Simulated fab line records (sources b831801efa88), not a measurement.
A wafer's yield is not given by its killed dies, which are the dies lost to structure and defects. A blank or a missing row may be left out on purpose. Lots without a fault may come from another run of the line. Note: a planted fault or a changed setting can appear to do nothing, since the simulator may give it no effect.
Which of the tools did it? -- flow sky130 -- 13 lots, 39 wafers sampled, at 4 steps of a route of 708

== WHAT THE GAUGES READ, wafer by wafer ==
SKY_METAL4_OVL_MEAS_14. Usual: METAL4_OVL typically reads 1 nm, with standard deviation 5.3.
lot,measured,on,METAL4_OVL (nm),flag
L162,day 41 12:20,overlay-02,0 -6 5,
L163,day 41 18:10,overlay-01,7 6 2,
L165,day 42 15:55,overlay-01,-8 -5 -5,
L166,day 42 23:20,overlay-01,4 4 9,
L167,day 43 00:05,overlay-02,7 10 6,
L168,day 43 17:03,overlay-02,-5 -8 -10,
L170,day 44 03:11,overlay-02,6 6 5,
L180,day 46 12:44,overlay-02,8 2 7,
L181,day 46 17:50,overlay-02,2 7 3,
L182,day 47 00:59,overlay-02,-2 -2 6,
L183,day 47 06:07,overlay-02,7 1 -4,
L184,day 47 12:11,overlay-02,6 -5 4,
L185,day 47 14:14,overlay-01,-1 1 1,

SKY_METAL5_RS_MEAS_05: uses a four-point probe to measure. Usual: METAL5_ALCU_RS typically reads 0.02723 ohm/sq, with standard deviation 0.00025.
lot,measured,on,METAL5_ALCU_RS (ohm/sq),flag
L162,day 42 15:24,film_metro-02,0.02691 0.02695 0.02682,
L163,day 42 21:03,film_metro-02,0.02694 0.02721 0.02689,
L165,day 43 18:46,film_metro-03,0.02718 0.02673 0.02725,
L166,day 44 01:39,film_metro-01,0.02658 0.027 0.02712,
L167,day 44 02:05,film_metro-01,0.0277 0.0277 0.02737,
L168,day 44 18:37,film_metro-03,0.02683 0.02661 0.02689,
L170,day 45 03:52,film_metro-01,0.0275 0.02773 0.02748,
L180,day 47 11:00,film_metro-03,0.02721 0.02701 0.02734,
L181,day 47 17:58,film_metro-02,0.02667 0.02688 0.02726,
L182,day 48 00:12,film_metro-01,0.02697 0.02743 0.02718,
L183,day 48 04:36,film_metro-01,0.02702 0.02709 0.02684,
L184,day 48 10:29,film_metro-02,0.0276 0.0274 0.02734,
L185,day 48 12:37,film_metro-02,0.02734 0.02683 0.02706,

== WHAT TOOL EACH LOT RAN ON (gives the tool, then ch and the chambers of the sampled wafers, and finally the start) ==
lot,SKY_NWELL_STRIP_14,SKY_METAL4_DESCUM_15
L162,"plasma_asher-02 ch 0,1, day 4 11:05","rie_metal-03 ch 0,1, day 41 12:22"
L163,"plasma_asher-03 ch 0,1, day 4 16:21","rie_metal-03 ch 0,1, day 41 18:13"
L165,"plasma_asher-02 ch 0,1, day 5 08:02","rie_metal-03 ch 0,1, day 42 15:58"
L166,"plasma_asher-02 ch 0,1, day 5 13:38","rie_metal-04 ch 0,1, day 42 23:22"
L167,"plasma_asher-02 ch 0,1, day 5 17:32","rie_metal-02 ch 0, day 43 00:07"
L168,"plasma_asher-02 ch 0,1, day 6 02:01","rie_metal-03 ch 0,1, day 43 17:05"
L170,"plasma_asher-02 ch 0,1, day 6 13:38","rie_metal-04 ch 0,1, day 44 03:14"
L180,"plasma_asher-02 ch 0,1, day 8 19:38","rie_metal-02 ch 1, day 46 12:46"
L181,"plasma_asher-02 ch 0,1, day 9 02:39","rie_metal-04 ch 1, day 46 17:52"
L182,"plasma_asher-01 ch 0,1, day 9 09:00","rie_metal-04 ch 0,1, day 47 01:01"
L183,"plasma_asher-02 ch 0,1, day 9 15:02","rie_metal-04 ch 0,1, day 47 06:10"
L184,"plasma_asher-03 ch 0,1, day 9 22:11","rie_metal-03 ch 1, day 47 12:13"
L185,"plasma_asher-03 ch 0,1, day 10 04:47","rie_metal-04 ch 0,1, day 47 14:16"
- SKY_NWELL_STRIP_14: strips in O2/N2.
- SKY_METAL4_DESCUM_15: chemistry O2, time 8 s.

== AS READ BY THE TOOLS THEMSELVES (means over the sampled wafers that have a number; for cases with no such wafer, the mark the record gives instead) ==
SKY_NWELL_STRIP_14. Usual: drypump_motor_current_A 5.7 A, standard deviation 0.5; oes_product_au 0.722 a.u., standard deviation 0.0047; strip_time_to_endpoint_s 36.89 s, standard deviation 0.1.
lot,tool,drypump_motor_current_A (A),oes_product_au (a.u.),strip_time_to_endpoint_s (s),flag
L162,plasma_asher-02,5.9,0.725,36.81,
L163,plasma_asher-03,5.0,0.723,36.99,
L165,plasma_asher-02,6.1,0.723,36.96,
L166,plasma_asher-02,6.1,0.721,36.91,
L167,plasma_asher-02,6.1,0.720,36.64,
L168,plasma_asher-02,5.9,0.722,36.94,
L170,plasma_asher-02,6.1,0.718,36.82,
L180,plasma_asher-02,5.9,0.721,36.87,
L181,plasma_asher-02,6.1,0.724,36.80,
L182,plasma_asher-01,5.3,0.722,36.99,
L183,plasma_asher-02,5.9,0.721,36.90,
L184,plasma_asher-03,5.4,0.721,36.96,
L185,plasma_asher-03,5.4,0.720,36.93,

SKY_METAL4_DESCUM_15. Usual: drypump_motor_current_A 5.7 A, standard deviation 0.47; oes_product_au 0.996 a.u., standard deviation 0.0083.
lot,tool,drypump_motor_current_A (A),oes_product_au (a.u.),flag
L162,rie_metal-03,6.1,0.987,
L163,rie_metal-03,5.8,0.994,
L165,rie_metal-03,5.8,0.996,
L166,rie_metal-04,5.5,0.991,
L167,rie_metal-02,6.2,1.006,
L168,rie_metal-03,6.1,1.001,
L170,rie_metal-04,5.5,0.996,
L180,rie_metal-02,5.8,1.005,
L181,rie_metal-04,5.7,0.992,
L182,rie_metal-04,5.3,0.995,
L183,rie_metal-04,5.5,1.001,
L184,rie_metal-03,6.5,1.002,
L185,rie_metal-04,5.5,0.992,

== THE ANSWER, worked out from the rows above alone ==
Rule: lot off if the mean of its wafers having a number is beyond 3 standard deviations from the usual mean. Also off: a lot with no number at a reading for which 4 or more lots have one. Any other lot the step has rows for is counted as sound. After the gauges, taken in route order, come the tools' own readings; for these a lot's mean is taken, as printed above. At the first step where some lot is off, the reading lying furthest off is the one used; lots without a number count as furthest.
Across all readings shown, no lot is off: no conclusion can be drawn from this.

== WHAT WAS PUT IN BY THE SIMULATOR ==
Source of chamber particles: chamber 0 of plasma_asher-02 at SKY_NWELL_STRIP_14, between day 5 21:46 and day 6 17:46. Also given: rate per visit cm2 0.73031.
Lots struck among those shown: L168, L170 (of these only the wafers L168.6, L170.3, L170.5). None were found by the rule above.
